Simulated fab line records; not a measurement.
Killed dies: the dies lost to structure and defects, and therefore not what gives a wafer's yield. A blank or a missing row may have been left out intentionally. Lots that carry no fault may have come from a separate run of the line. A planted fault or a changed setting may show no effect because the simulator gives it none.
Chamber matching -- flow gf180mcu -- 4 sister chambers for GF_V5_ETCH_17 on rie-diel-01
The step etches SiO2 in C4F8/O2/Ar, stops on TiN, target depth 855 nm. 14 wafers are shown with their chamber, then 7 later ones without.

== WAFERS, EACH WITH ITS CHAMBER ==
wafer,chamber,chamber-pressure-mTorr (mTorr),oes-product-au (a.u.),bias-w (W)
L981.2,3,40.02,0.854,1204
L981.3,1,40.01,0.854,1199
L981.5,3,39.99,0.856,1214
L983.2,0,40.08,0.854,1198
L983.4,3,40.00,0.865,1200
L983.5,3,39.98,0.862,1206
L984.1,3,40.02,0.860,1194
L984.5,1,39.96,0.864,1199
L984.6,2,39.98,0.861,1200
L985.2,1,39.95,0.857,1201
L985.3,3,39.98,0.861,1190
L985.5,3,40.02,0.854,1199
L989.1,2,40.07,0.871,1197
L989.4,1,40.02,0.855,1201

SIGNATURES (means of the wafers above)
reading,chamber 0,chamber 1,chamber 2,chamber 3,scatter within a chamber
chamber-pressure-mTorr,40.0800,39.9850,40.0250,40.0014,0.0314
oes-product-au,0.85400,0.85750,0.86600,0.85886,0.00469
bias-w,1198.00,1200.00,1198.50,1201.00,6.22
Rule: a wafer's distance from a chamber is the root of the sum, over the readings, of the square of ((its reading less the chamber's mean) divided by the reading's scatter). If the next closest chamber is less than 2 further off than the closest, the wafer can't be placed; otherwise it belongs to the closest. How the scatter is found: for the shown wafers, subtract from each reading the mean of its chamber, square and add these, divide the total by (wafers less chambers), then take the root.

== WAFERS MISSING THEIR CHAMBER ==
wafer,chamber-pressure-mTorr (mTorr),oes-product-au (a.u.),bias-w (W)
L989.6,39.98,0.863,1200
L993.2,40.00,0.857,1201
L993.3,39.98,0.858,1203
L993.4,39.96,0.864,1203
L103.4,40.04,0.861,1200
L103.5,40.05,0.856,1198
L103.6,40.04,0.867,1195

== WHICH CHAMBER EACH WENT THROUGH ==
wafer,from the rows above,in truth
L989.6,can't be placed: 3 or 1 or 2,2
L993.2,can't be placed: 3 or 1 or 2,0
L993.3,can't be placed: 1 or 3 or 2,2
L993.4,can't be placed: 1 or 3 or 2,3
L103.4,can't be placed: 2 or 3 or 1 or 0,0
L103.5,can't be placed: 0 or 3 or 1 or 2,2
L103.6,can't be placed: 2 or 3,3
0 of 7 placed correctly. Can't be placed from these rows: 7 (the true chamber is among the candidates in 6). Placed wrongly: 0.
